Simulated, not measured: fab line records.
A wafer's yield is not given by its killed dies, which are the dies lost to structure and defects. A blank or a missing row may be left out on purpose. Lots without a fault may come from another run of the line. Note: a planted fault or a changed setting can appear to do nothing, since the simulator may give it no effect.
A struck lot beside a sound one || flow sfq_line || 18 out of 325 route steps
Sound: wafers L524.1, L524.3, L524.5. Struck: wafer L540.4; the same lot's L540.1 was not struck, so it is left out; see the end for the cause.
At each step with rows: each side's tool, then ch and its chambers, then its first start. Under that, the readings that differ: sound wafers || struck wafers || difference of the means || sigmas: that difference in standard deviations of wafers without a fault.
alike: a reading whose means differ by less than 2 such deviations, as well as words and numbers matching on both sides. not compared: withheld readings; readings where some wafer has no value; bounds like >300 that might hide an equal value; numbers whose values overlap and for which the record gives no deviation.
Wherever a step has rows on one side only, a row that says differs or no value, or a row with sigmas, the two part there. Non-overlapping numbers with no deviation appear without sigmas and do not part them. A reading missing from all wafers of one side parts the sides only when that side holds two or more wafers.

first, 1 step without rows for these wafers: SFQ_TRILAYER_M3_BARC_OPEN_METAL_ETCH_100 (etches BARC in O2, target depth 125 nm, time 41.7 s).
SFQ_TRILAYER_M3_ETCH_METAL_ETCH_078: etches Nb in Cl2/Ar, stops on SiO2, target depth 240 nm, time 120 s.
  sound on rie_metal-03 ch 0,1, day 29 17:08; struck on rie_metal-02 ch 0, day 44 16:45
  alike: drypump_motor_current_A, oes_product_au
  not compared: rf_hours_counter_h
SFQ_TRILAYER_M3_STRIP_STRIP_079: strips in O2.
  sound on rie_metal-03 ch 0,1, day 29 17:16; struck on rie_metal-02 ch 0, day 44 16:52
  alike: drypump_motor_current_A, oes_product_au
  not compared: rf_hours_counter_h
then, 1 step without rows for these wafers: SFQ_TRILAYER_M3_STRIP_SOLV_CLEAN_080 (cleans in NMP, time 600 s).
SFQ_TRILAYER_I3_DEP_PECVD_081: deposits SiO2 from SiH4/N2O, time 111.11 s, target thk 500 nm.
  sound on pecvd-03 ch 0,1, day 29 18:04; struck on pecvd-01 ch 1, day 44 17:39
  alike: heater_power_w, throttle_valve_pct
then, 1 step without rows for these wafers: SFQ_TRILAYER_I3_CMP_CMP_082 (polishes SiO2).
SFQ_I3_BOW_MEAS_922:
  sound: film_metro-04 at day 29 21:41; struck: film_metro-04 at day 45 00:53
{"reading": "I3_BOW (um)", "sound": "-17 -17 -14", "struck": 10, "difference": "+26", "sigmas": "+3"}
SFQ_TRILAYER_I3_METRO_MEASURE_083:
  sound: film_metro-04 at day 29 21:49; struck: film_metro-04 at day 45 01:00
  alike: thk_nm
then, 4 steps without rows for these wafers: SFQ_TRILAYER_I3_VIA_LITHO_COAT_090 (resist thk 62 nm); SFQ_TRILAYER_I3_VIA_LITHO_COAT_085 (resist thk 650 nm); SFQ_TRILAYER_I3_VIA_LITHO_SOFTBAKE_089; SFQ_TRILAYER_I3_VIA_LITHO_EXPOSE_086 (exposes mask I3, target cd 500 nm).
SFQ_TRILAYER_I3_VIA_LITHO_PEB_088: peb time 60 s.
  sound on litho_track-04 ch 0, day 36 08:45; struck on litho_track-02 ch 0, day 45 04:09
  alike: chill_plate_temp_C, heater_power_total_W, resist_line_temp_C
then, 1 step without rows for these wafers: SFQ_TRILAYER_I3_VIA_LITHO_DEVELOP_087 (time 60 s).
SFQ_I3_OVL_MEAS_923:
  sound: overlay-01 at day 36 09:03; struck: overlay-02 at day 45 04:27
  alike: I3_OVL
SFQ_TRILAYER_I3_VIA_BARC_OPEN_VIA_ETCH_121: etches BARC in O2, target depth 125 nm, time 41.7 s.
  sound on rie_diel-01 ch 1,2, day 36 09:05; struck on rie_diel-04 ch 3, day 45 04:29
{"reading": "model.I3.cd_nm (nm)", "sound": "501.5 501 501.6", "struck": 535.3, "difference": "+33.9", "sigmas": ""}
  alike: drypump_motor_current_A, oes_product_au
  not compared: rf_hours_counter_h
SFQ_TRILAYER_I3_VIA_ETCH_VIA_ETCH_088: etches SiO2 in CHF3, stops on Nb, target depth 260 nm.
  sound on rie_diel-01 ch 1,2, day 36 09:07; struck on rie_diel-04 ch 3, day 45 04:32
{"reading": "model.I3.cd_nm (nm)", "sound": "498 499.3 499.6", "struck": 533.6, "difference": "+34.6", "sigmas": ""}
  alike: drypump_motor_current_A, oes_product_au
SFQ_TRILAYER_I3_VIA_STRIP_STRIP_089: strips in O2.
  sound on rie_metal-01 ch 0,1, day 36 09:14; struck on rie_metal-01 ch 0, day 45 04:38
  alike: drypump_motor_current_A, oes_product_au
  not compared: rf_hours_counter_h

WHERE THEY PART
Only at SFQ_I3_BOW_MEAS_922, as far as this record shows. Later steps at which nothing parts them and some readings are alike: SFQ_TRILAYER_I3_METRO_MEASURE_083, SFQ_TRILAYER_I3_VIA_LITHO_PEB_088, SFQ_I3_OVL_MEAS_923, SFQ_TRILAYER_I3_VIA_BARC_OPEN_VIA_ETCH_121, SFQ_TRILAYER_I3_VIA_ETCH_VIA_ETCH_088, SFQ_TRILAYER_I3_VIA_STRIP_STRIP_089.

WHY: whatever the simulator had introduced
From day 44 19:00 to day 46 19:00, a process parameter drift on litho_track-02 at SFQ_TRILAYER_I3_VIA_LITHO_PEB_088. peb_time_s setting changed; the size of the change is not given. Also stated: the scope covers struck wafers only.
